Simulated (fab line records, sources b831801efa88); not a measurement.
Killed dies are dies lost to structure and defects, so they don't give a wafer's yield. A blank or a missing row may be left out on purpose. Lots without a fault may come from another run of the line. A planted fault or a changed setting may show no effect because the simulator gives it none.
Tool commonality check | flow gf180mcu | 14 lots, 42 wafers sampled

WHY IT WAS OPENED
At GF_CONTACT_CD_MEAS_14 the reading cd_nm is flagged on 3 of 14 lots. Wafers without a fault read 219.8 nm, standard deviation 1.4.
Rule: a lot is flagged when every wafer of it that has a number lies more than 4 standard deviations from that mean, or none has a number. The other lots count as sound.

lot  | measured     | on        | cd_nm (nm), wafer by wafer | flag
L966 | day 16 00:44 | cd_sem-02 | 221.6 222.1 222.9          |
L967 | day 16 09:45 | cd_sem-02 | 217.3 219.1 218.8          |
L969 | day 17 01:01 | cd_sem-01 | 220.4 219.9 219.7          |
L971 | day 17 19:23 | cd_sem-02 | 220.1 219.3 218.4          |
L973 | day 18 17:56 | cd_sem-01 | 219.3 220.1 220.4          |
L974 | day 18 23:07 | cd_sem-01 | 217.8 219.7 219.4          |
L978 | day 20 16:03 | cd_sem-01 | 218.9 219.3 219.2          |
L979 | day 20 19:50 | cd_sem-02 | 244.3 245.6 243.3          | FLAGGED
L980 | day 21 08:28 | cd_sem-01 | 244.6 243.1 243.3          | FLAGGED
L982 | day 21 17:59 | cd_sem-01 | 240.3 241.3 241.2          | FLAGGED
L984 | day 22 10:35 | cd_sem-01 | 217.6 218.5 219.0          |
L986 | day 22 21:45 | cd_sem-01 | 219.6 222.9 221.2          |
L988 | day 23 15:50 | cd_sem-01 | 220.1 218.9 219.7          |
L989 | day 23 20:14 | cd_sem-02 | 219.6 219.7 217.8          |
The numbers of the flagged lots are 243.0 nm on average: +23.2 nm against the usual, or +17 standard deviations.

WHICH TOOL RAN EACH LOT
The record holds 2 process steps before the reading, out of a route of 602 steps. In each cell: the tool, then ch and the chambers that the sampled wafers went through, then the start.
lot  | flag    | GF_CONTACT_CVD_02               | GF_CONTACT_SOFTBAKE_10
L966 |         | pecvd-02 ch 1,2, day 15 02:50   | litho_track-01 ch 0, day 15 13:00
L967 |         | pecvd-02 ch 0,1, day 15 11:36   | litho_track-03 ch 0, day 15 22:00
L969 |         | pecvd-03 ch 0,1, day 16 03:13   | litho_track-03 ch 0, day 16 14:00
L971 |         | pecvd-02 ch 0,1,2, day 16 20:13 | litho_track-01 ch 0, day 17 07:00
L973 |         | pecvd-02 ch 0,1, day 17 18:16   | litho_track-02 ch 0, day 18 06:00
L974 |         | pecvd-03 ch 0,1,2, day 17 22:59 | litho_track-02 ch 0, day 18 11:00
L978 |         | pecvd-02 ch 0,1,2, day 19 14:25 | litho_track-03 ch 0, day 20 03:00
L979 | FLAGGED | pecvd-02 ch 1,2, day 19 18:25   | litho_track-03 ch 0, day 20 07:00
L980 | FLAGGED | pecvd-03 ch 0,2, day 20 06:41   | litho_track-03 ch 0, day 20 19:00
L982 | FLAGGED | pecvd-01 ch 0,1,2, day 20 16:44 | litho_track-03 ch 0, day 21 05:00
L984 |         | pecvd-01 ch 0,1,2, day 21 09:51 | litho_track-01 ch 0, day 21 22:00
L986 |         | pecvd-02 ch 0,1,2, day 21 21:44 | litho_track-02 ch 0, day 22 10:00
L988 |         | pecvd-02 ch 0,2, day 22 16:20   | litho_track-01 ch 0, day 23 04:00
L989 |         | pecvd-03 ch 0,1,2, day 22 21:07 | litho_track-02 ch 0, day 23 08:00
What these steps do:
- GF_CONTACT_CVD_02: deposits SiO2 from TEOS, target thk 860 nm, time 95.992 s.
- GF_CONTACT_SOFTBAKE_10: time 60 s.
- GF_CONTACT_CD_MEAS_14: target cd 220 nm.

FLAGGED OVER TOTAL, TOOL BY TOOL (the gauges that took the reading come last)
step                   | tool           | lots run | flagged | share of the flagged lots | sound lots run after its first flagged lot
GF_CONTACT_CVD_02      | pecvd-01       | 2        | 1       | some                      | 1 (L984)
GF_CONTACT_CVD_02      | pecvd-02       | 8        | 1       | some                      | 2 (L986,L988)
GF_CONTACT_CVD_02      | pecvd-03       | 4        | 1       | some                      | 1 (L989)
GF_CONTACT_SOFTBAKE_10 | litho_track-01 | 4        | 0       | none                      | -
GF_CONTACT_SOFTBAKE_10 | litho_track-02 | 4        | 0       | none                      | -
GF_CONTACT_SOFTBAKE_10 | litho_track-03 | 6        | 3       | all                       | 0
GF_CONTACT_CD_MEAS_14  | cd_sem-01      | 9        | 2       | some                      | 3 (L984,L986,L988)
GF_CONTACT_CD_MEAS_14  | cd_sem-02      | 5        | 1       | some                      | 1 (L989)

WHAT THE TABLE ALLOWS
1 row of the table ran every flagged lot: litho_track-03 at GF_CONTACT_SOFTBAKE_10.
- litho_track-03 at GF_CONTACT_SOFTBAKE_10: 3 of its 6 lots flagged. Its last sound lot is L978 (day 20 03:00), its first flagged lot L979 (day 20 07:00): a fault that began between those two fits. Its own readings lie more than 4 standard deviations out on every wafer of the flagged lots: heater_power_total_W, plate_temp_C.
One tool is left: litho_track-03 at GF_CONTACT_SOFTBAKE_10.

WHAT THE SIMULATOR HAD PUT IN
Process parameter drift: litho_track-03, from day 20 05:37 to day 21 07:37, at GF_CONTACT_SOFTBAKE_10. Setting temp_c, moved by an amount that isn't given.
Lots struck among those shown: L979, L980, L982. The rule above found the same.
